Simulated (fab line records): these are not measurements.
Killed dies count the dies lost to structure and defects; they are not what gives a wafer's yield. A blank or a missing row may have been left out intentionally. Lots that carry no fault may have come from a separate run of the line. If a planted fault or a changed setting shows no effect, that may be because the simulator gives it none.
Split-lot experiment | flow gf180mcu | on a route of 602 steps: 5 lots, 23 wafers read

ON THE SPLIT
At GF_MIM_SPUTTER_02 (material AlCu, target thk 450 nm, time 23.9 s), the setting time s was moved away from the recipe's 23.9 s on 9 of the 23 wafers read, by -9.4% to +14.0%. The other wafers ran this setting at the recipe's value.

The reading is taken at the split's own step.

THE READING
AlCu_of_MIM_SPUTTER_02.thk nm (the simulator's own value, which no gauge read), in nm, at GF_MIM_SPUTTER_02 (material AlCu, target thk 450 nm, time 23.9 s). There is no usual value for it anywhere in the file. Across the 14 wafers here that went through the recipe, the average is 449.8 nm and the standard deviation 2.7 nm.

wafer  | tool, chamber at the split | time s as run, s | against the recipe | AlCu_of_MIM_SPUTTER_02.thk nm, nm | against lot-mates on the recipe
L074.1 | pvd sputter-03, -          | 23.9             | recipe             | 446.8                             | -
L074.3 | pvd sputter-03, -          | 23.9             | recipe             | 452.5                             | -
L074.4 | pvd sputter-03, -          | 23.9             | recipe             | 445.5                             | -
L074.5 | pvd sputter-03, -          | 23.9             | recipe             | 450.6                             | -
L074.6 | pvd sputter-03, -          | 23.9             | recipe             | 455.5                             | -
L076.1 | pvd sputter-03, -          | 23.9             | recipe             | 451.6                             | -
L076.4 | pvd sputter-03, -          | 23.9             | recipe             | 450.6                             | -
L076.5 | pvd sputter-03, -          | 23.9             | recipe             | 447.1                             | -
L080.1 | pvd sputter-03, -          | 27.25            | +14.0%             | 508.3                             | +58.2
L080.2 | pvd sputter-03, -          | 23.9             | recipe             | 447.8                             | -
L080.4 | pvd sputter-03, -          | 27.25            | +14.0%             | 516.2                             | +66.1
L080.5 | pvd sputter-03, -          | 23.9             | recipe             | 452.4                             | -
L080.6 | pvd sputter-03, -          | 27.25            | +14.0%             | 509.6                             | +59.5
L083.1 | pvd sputter-02, -          | 22.64            | -5.3%              | 435                               | -14.6
L083.2 | pvd sputter-02, -          | 22.64            | -5.3%              | 425.5                             | -24.1
L083.3 | pvd sputter-02, -          | 22.64            | -5.3%              | 417.2                             | -32.4
L083.4 | pvd sputter-02, -          | 23.9             | recipe             | 449.4                             | -
L083.6 | pvd sputter-02, -          | 23.9             | recipe             | 449.8                             | -
L085.1 | pvd sputter-02, -          | 21.66            | -9.4%              | 406.6                             | -42.3
L085.2 | pvd sputter-02, -          | 23.9             | recipe             | 446.8                             | -
L085.4 | pvd sputter-02, -          | 21.66            | -9.4%              | 401.4                             | -47.5
L085.5 | pvd sputter-02, -          | 21.66            | -9.4%              | 408.2                             | -40.7
L085.6 | pvd sputter-02, -          | 23.9             | recipe             | 451                               | -

THE FIT
A straight line over all 23 wafers: AlCu_of_MIM_SPUTTER_02.thk nm changes by +4.5 nm for each +1% of time s; r = +0.99; the points scatter about the line by 4 nm.
The same after taking each lot's own level away (the mean of its wafers on the recipe; 23 wafers): +4.46 nm for each +1%; r = +0.99; scatter 3.9 nm.
That fit puts the effect of the largest move of time s on the reading at 62 nm.
From 448.90 to 450.18 nm: that is the span of the lots' own levels, equal to 0.5 times the standard deviation above.
So the lot-to-lot level changes the slope little: the two slopes agree.
Check: with one of the wafers moved furthest among these (+14.0%) left out of the fit, the line predicts +63.4 nm for it against its lot-mates. Against them it came out at +58.2 nm.

OTHER SPLITS APPLIED TO THESE WAFERS
Note: prior to the reading, these wafers also went through further splits. Each is held against what the fit with the lots' levels taken away leaves over:
other split on the same wafers | wafers away from the commonest value | r with AlCu_of_MIM_SPUTTER_02.thk nm (lot level and that fit taken away)
GF_V4_CVD_00 sih4 flow sccm    | 12                                   | -0.17

THE FILE'S OWN FIT
AlCu_of_MIM_SPUTTER_02.thk nm changes by +4.46 nm for each +1% of time s, r = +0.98.
